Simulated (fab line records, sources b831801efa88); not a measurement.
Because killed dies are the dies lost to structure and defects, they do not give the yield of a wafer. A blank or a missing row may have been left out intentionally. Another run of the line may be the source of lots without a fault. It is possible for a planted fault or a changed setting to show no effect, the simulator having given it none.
Which tool is to blame? + flow sfq-line + 39 wafers from 13 lots sampled at 6 of the route's 325 steps

WHAT THE GAUGES READ, wafer by wafer
SFQ_I0_OVL_MEAS_908.
| lot  | measured     | on         | I0_OVL (nm) |
|------|--------------|------------|-------------|
| L981 | day 15 18:34 | overlay-02 | -8 -8 -7    |
| L985 | day 18 15:13 | overlay-02 | -10 -7 -5   |
| L986 | day 19 02:28 | overlay-01 | 3 0 -3      |
| L989 | day 19 21:47 | overlay-01 | 8 13 4      |
| L990 | day 20 14:35 | overlay-02 | -2 -2 -4    |
| L991 | day 20 19:23 | overlay-01 | -13 -16 -15 |
| L993 | day 21 12:18 | overlay-01 | 1 -3 -1     |
| L997 | day 23 02:49 | overlay-02 | -7 -8 -16   |
| L998 | day 23 08:57 | overlay-01 | -6 -4 -6    |
| L100 | day 25 11:29 | overlay-01 | -6 -6 -4    |
| L101 | day 26 12:35 | overlay-01 | -5 2 -3     |
| L102 | day 27 03:14 | overlay-01 | 5 1 0       |
| L103 | day 27 09:14 | overlay-01 | -7 -11 -4   |

SFQ_M8_OVL_MEAS_948.
| lot  | measured     | on         | M8_OVL (nm) |
|------|--------------|------------|-------------|
| L981 | day 77 01:17 | overlay-02 | 12 15 12    |
| L985 | day 77 12:05 | overlay-02 | 1 0 -1      |
| L986 | day 80 05:26 | overlay-01 | 5 8 4       |
| L989 | day 81 13:35 | overlay-01 | -10 -1 -9   |
| L990 | day 81 19:41 | overlay-01 | 13 8 4      |
| L991 | day 81 22:06 | overlay-01 | 0 3 -4      |
| L993 | day 84 17:30 | overlay-01 | -4 -10 -8   |
| L997 | day 85 11:11 | overlay-01 | -5 0 -4     |
| L998 | day 85 17:11 | overlay-01 | 3 -10 -4    |
| L100 | day 86 00:23 | overlay-01 | -7 2 -4     |
| L101 | day 86 02:47 | overlay-01 | -6 -13 -8   |
| L102 | day 86 03:59 | overlay-02 | -7 -8 -7    |
| L103 | day 86 09:59 | overlay-02 | 8 1 0       |

WHICH TOOL RAN EACH LOT (tool, then ch and the chambers of the sampled wafers, then the start)
| lot  | SFQ_TRILAYER_I1_CMP_CMP_046   | SFQ_TRILAYER_I1_METRO_MEASURE_047 | SFQ_TRILAYER_I1_VIA_ETCH_VIA_ETCH_052 | SFQ_TRILAYER_I5_STRIP_STRIP_148   |
|------|-------------------------------|-----------------------------------|---------------------------------------|-----------------------------------|
| L981 | cmp-02 ch 0,1,2, day 21 19:22 | film-metro-04, day 21 22:29       | rie-diel-02 ch 0,1,3, day 27 20:06    | rie-metal-04 ch 0,1, day 63 07:48 |
| L985 | cmp-01 ch 1,2,3, day 25 00:00 | film-metro-04, day 25 03:07       | rie-diel-02 ch 0,2,3, day 28 00:54    | rie-metal-02 ch 0,1, day 63 21:00 |
| L986 | cmp-01 ch 0,1,3, day 25 11:20 | film-metro-01, day 25 14:28       | rie-diel-04 ch 0,2,3, day 28 02:06    | rie-metal-02 ch 0,1, day 64 04:12 |
| L989 | cmp-01 ch 0,2,3, day 26 14:16 | film-metro-01, day 26 17:23       | rie-diel-01 ch 0,1,3, day 28 05:42    | rie-metal-02 ch 0,1, day 65 02:39 |
| L990 | cmp-02 ch 0,2,3, day 27 09:15 | film-metro-01, day 27 11:52       | rie-diel-02 ch 0,2,3, day 28 06:54    | rie-metal-02 ch 0,1, day 65 20:47 |
| L991 | cmp-02 ch 0,2,3, day 27 17:45 | film-metro-04, day 27 21:04       | rie-diel-04 ch 0,1,3, day 33 19:59    | rie-metal-02 ch 0,1, day 66 05:11 |
| L993 | cmp-02 ch 0,1,2, day 28 02:58 | film-metro-04, day 28 06:17       | rie-diel-04 ch 0,1,2, day 34 16:31    | rie-metal-02 ch 0,1, day 66 08:47 |
| L997 | cmp-01 ch 2,3, day 29 19:22   | film-metro-03, day 29 22:41       | rie-diel-04 ch 0,3, day 36 03:42      | rie-metal-04 ch 0,1, day 66 21:59 |
| L998 | cmp-01 ch 2,3, day 30 01:22   | film-metro-01, day 30 04:41       | rie-diel-01 ch 0,1, day 36 08:30      | rie-metal-01 ch 0,1, day 67 02:34 |
| L100 | cmp-01 ch 1,2,3, day 31 23:38 | film-metro-01, day 32 03:10       | rie-diel-01 ch 1,2, day 37 19:26      | rie-metal-01 ch 0,1, day 67 10:20 |
| L101 | cmp-02 ch 0,1,2, day 33 09:07 | film-metro-01, day 33 12:14       | rie-diel-01 ch 0,1,2, day 39 00:26    | rie-metal-04 ch 0,1, day 67 16:08 |
| L102 | cmp-02 ch 0,1,2, day 33 15:37 | film-metro-01, day 33 18:14       | rie-diel-04 ch 0,1,3, day 39 05:14    | rie-metal-01 ch 0,1, day 67 20:56 |
| L103 | cmp-01 ch 1,3, day 33 23:04   | film-metro-04, day 34 01:53       | rie-diel-04 ch 2,3, day 39 16:02      | rie-metal-01 ch 0,1, day 68 00:32 |
- SFQ_TRILAYER_I1_CMP_CMP_046: polishes SiO2.
- SFQ_TRILAYER_I1_METRO_MEASURE_047
- SFQ_TRILAYER_I1_VIA_ETCH_VIA_ETCH_052: etches SiO2 in CHF3, stops on Nb, target depth 260 nm.
- SFQ_TRILAYER_I5_STRIP_STRIP_148: strips in O2.

WHAT THE TOOLS THEMSELVES READ (means of the sampled wafers that have a number; where no wafer has one, the mark that the record gives instead)
SFQ_TRILAYER_I1_CMP_CMP_046.
| lot  | tool   | motor-current-A (A) | platen-rpm (rpm) | slurry-filter-dp-kPa (kPa) | slurry-flow-ml-min | time-to-endpoint-s (s) |
|------|--------|---------------------|------------------|----------------------------|--------------------|------------------------|
| L981 | cmp-02 | 10.3                | 59.98            | 13.65                      | 150.2              | 212                    |
| L985 | cmp-01 | 9.8                 | 60.01            | 13.52                      | 150.2              | 208                    |
| L986 | cmp-01 | 9.9                 | 60.02            | 13.69                      | 150.1              | 220                    |
| L989 | cmp-01 | 10.3                | 60.03            | 13.45                      | 150.0              | 192                    |
| L990 | cmp-02 | 10.0                | 60.01            | 13.54                      | 150.2              | 209                    |
| L991 | cmp-02 | 10.1                | 59.98            | 13.54                      | 150.2              | 213                    |
| L993 | cmp-02 | 9.9                 | 60.00            | 13.42                      | 149.8              | 211                    |
| L997 | cmp-01 | 9.7                 | 59.99            | 13.54                      | 150.1              | 214                    |
| L998 | cmp-01 | 9.9                 | 59.98            | 13.41                      | 149.6              | 205                    |
| L100 | cmp-01 | 9.9                 | 60.00            | 13.53                      | 149.7              | 216                    |
| L101 | cmp-02 | 10.1                | 59.99            | 13.50                      | 150.2              | 210                    |
| L102 | cmp-02 | 9.9                 | 59.96            | 13.54                      | 150.1              | 210                    |
| L103 | cmp-01 | 9.8                 | 60.00            | 13.50                      | 150.1              | 214                    |

SFQ_TRILAYER_I1_METRO_MEASURE_047.
| lot  | tool          | thk-nm (nm) |
|------|---------------|-------------|
| L981 | film-metro-04 | 200.3       |
| L985 | film-metro-04 | 199.9       |
| L986 | film-metro-01 | 201.5       |
| L989 | film-metro-01 | 215.5       |
| L990 | film-metro-01 | 199.9       |
| L991 | film-metro-04 | 199.7       |
| L993 | film-metro-04 | 199.8       |
| L997 | film-metro-03 | 199.5       |
| L998 | film-metro-01 | 199.2       |
| L100 | film-metro-01 | 200.8       |
| L101 | film-metro-01 | 198.7       |
| L102 | film-metro-01 | 200.0       |
| L103 | film-metro-04 | 201.9       |

SFQ_TRILAYER_I1_VIA_ETCH_VIA_ETCH_052.
| lot  | tool        | drypump-motor-current-A (A) | oes-product-au (a.u.) |
|------|-------------|-----------------------------|-----------------------|
| L981 | rie-diel-02 | 5.68                        | 0.855                 |
| L985 | rie-diel-02 | 5.60                        | 0.857                 |
| L986 | rie-diel-04 | 5.49                        | 0.856                 |
| L989 | rie-diel-01 | 5.43                        | 0.891                 |
| L990 | rie-diel-02 | 5.58                        | 0.851                 |
| L991 | rie-diel-04 | 5.71                        | 0.851                 |
| L993 | rie-diel-04 | 5.66                        | 0.853                 |
| L997 | rie-diel-04 | 5.67                        | 0.855                 |
| L998 | rie-diel-01 | 5.41                        | 0.849                 |
| L100 | rie-diel-01 | 5.51                        | 0.854                 |
| L101 | rie-diel-01 | 5.35                        | 0.850                 |
| L102 | rie-diel-04 | 5.72                        | 0.857                 |
| L103 | rie-diel-04 | 5.30                        | 0.859                 |

SFQ_TRILAYER_I5_STRIP_STRIP_148.
| lot  | tool         | drypump-motor-current-A (A) | oes-product-au (a.u.) |
|------|--------------|-----------------------------|-----------------------|
| L981 | rie-metal-04 | 5.6                         | 0.984                 |
| L985 | rie-metal-02 | 5.9                         | 1.009                 |
| L986 | rie-metal-02 | 5.7                         | 1.003                 |
| L989 | rie-metal-02 | 5.9                         | 1.005                 |
| L990 | rie-metal-02 | 5.7                         | 1.002                 |
| L991 | rie-metal-02 | 5.9                         | 1.009                 |
| L993 | rie-metal-02 | 5.7                         | 1.010                 |
| L997 | rie-metal-04 | 5.6                         | 0.988                 |
| L998 | rie-metal-01 | 5.4                         | 0.995                 |
| L100 | rie-metal-01 | 5.5                         | 1.008                 |
| L101 | rie-metal-04 | 5.6                         | 1.000                 |
| L102 | rie-metal-01 | 5.5                         | 1.011                 |
| L103 | rie-metal-01 | 5.5                         | 1.001                 |

THE ANSWER, worked out from the rows above alone
Rule: the usual values come from the lots themselves. The widest of any qualifying gaps counts: lots, ordered by their means at a reading, are off when they make up no more than a third of the lots, leave a main group of 4 or more, and stand apart from it by 3 or more times the standard deviation of that group's means. A main group is skipped when, at the precision printed for the reading in the tables above, its means are all equal. Also off: a lot with no number at a reading for which 4 or more lots have one. Where the step has rows for the other lots, those lots are counted as sound. Order of review: gauges by route order, followed by the tools' own readings, for which a lot's mean as printed above is used. The first step at which some lot is off is used, and at that step the reading that is off furthest; a lot without a number counts as furthest.
Off, at SFQ_TRILAYER_I1_CMP_CMP_046 on time-to-endpoint-s: L989. The main group has a mean of 212 s with a standard deviation of 3.8.
If a tool, at that step or one of the process steps before it, ran each lot that is off and ran no sound lot following the first of them, it fits. None of those tried fits.

WHAT THE SIMULATOR HAD PUT IN
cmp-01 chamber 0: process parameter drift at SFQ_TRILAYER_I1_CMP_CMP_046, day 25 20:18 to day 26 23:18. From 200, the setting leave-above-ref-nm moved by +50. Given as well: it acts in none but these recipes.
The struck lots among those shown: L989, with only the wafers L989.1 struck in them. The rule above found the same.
